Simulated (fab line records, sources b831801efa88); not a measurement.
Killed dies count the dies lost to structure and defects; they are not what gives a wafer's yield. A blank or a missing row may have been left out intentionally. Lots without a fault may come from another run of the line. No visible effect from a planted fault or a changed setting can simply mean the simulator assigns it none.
Problem report, 8D (eight disciplines) form, completed by code + flow sky130 + the parts of the form that need people (team, actions taken, sign-off) are left out

== 1. PROBLEM STATEMENT ==
Mean of developer temp C at SKY_LDD_N_DEVELOP_06: 22.13 C across 6 wafers in 2 lots; on wafers with no fault it is 22.99 C (standard deviation 0.099). Measured from the usual mean, that is -8.7 standard deviations.
The step: develop time 60 s.
First observed at day 21 15:13: wafer L578.2, on litho track-04. The record holds 36 wafers of 12 lots with a number at this step. By rule, "out" or "out of limits" means more than 4 standard deviations away from the usual mean. Any other wafer with a number is counted as sound.

== 2. WHAT IT IS, WHAT IT ISN'T ==
| question                    | is                     | is not                                                                                                  |
|-----------------------------|------------------------|---------------------------------------------------------------------------------------------------------|
| which readings at this step | developer temp C       | resist line temp C                                                                                      |
| which lots                  | L578, L581             | L569, L570, L574, L584, L586, L587, L589, L590, L591, L592                                              |
| which wafers of those lots  | all that have a number | -                                                                                                       |
| read on which tools         | litho track-04         | litho track-01, litho track-03                                                                          |
| when                        | from day 21 15:13      | up to then (9 sound wafers); but 21 sound wafers of L584, L586, L587, L589, L590, L591, L592 came after |

== 3. WHAT RULES OUT EACH SUSPECT ==
Counting: a tool stays on the suspect list if, at a process step up to the reading, it processed all lots that are out and no sound lot following the first of them.
- rie diel-02 at SKY_SONOS_ONO_ETCH_15 (etches the open film in CHF3/O2, target depth 19.52 nm, time 7.8 s): ruled out as a lasting fault. The sound lots L592 went through it after L578, its earliest lot that is out (day 15 22:53).
- rie diel-02 at SKY_POLY_GATE_ETCH_16 (etches Si3N4 in CH3F/O2, stops on poly-Si, time 147.5 s, target depth 75 nm): ruled out as a lasting fault. The sound lots L587, L590 went through it after L578, its earliest lot that is out (day 20 06:19).
- litho track-04 at SKY_LDD_N_DEVELOP_06 (develop time 60 s): ruled out as a lasting fault. The sound lots L590, L592 went through it after L578, its earliest lot that is out (day 21 15:13).
Left after counting: nothing in the record.

== 4. THE CAUSE (what the simulator had put in) ==
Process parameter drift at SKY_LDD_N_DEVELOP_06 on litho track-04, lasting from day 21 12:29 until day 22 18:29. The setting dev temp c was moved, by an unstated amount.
Counting ruled it out, wrongly.

== 5. THE CHAIN OF EFFECTS, in route order ==
Rows list readings where the struck wafers' mean (over those with a number) sits beyond 3 standard deviations from the usual. Only readings for which the record gives a usual standard deviation are gone through. hours: the time from each lot's start at the first step in this table that gives one to its start at this step, as a median over the lots. sigmas: the change in usual standard deviations.
| hours | step                 | reading          | usual   | on struck wafers | change | sigmas |
|-------|----------------------|------------------|---------|------------------|--------|--------|
| 0     | SKY_LDD_N_DEVELOP_06 | developer temp C | 22.99 C | 22.13            | -0.86  | -8.7   |
Process steps it contains:
- SKY_LDD_N_DEVELOP_06: develop time 60 s.

== 6. HOW IT WOULD HAVE BEEN CAUGHT EARLIER ==
The fault began at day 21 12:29; the first out-of-limits reading in this record came at day 21 15:13, 3 hours later.
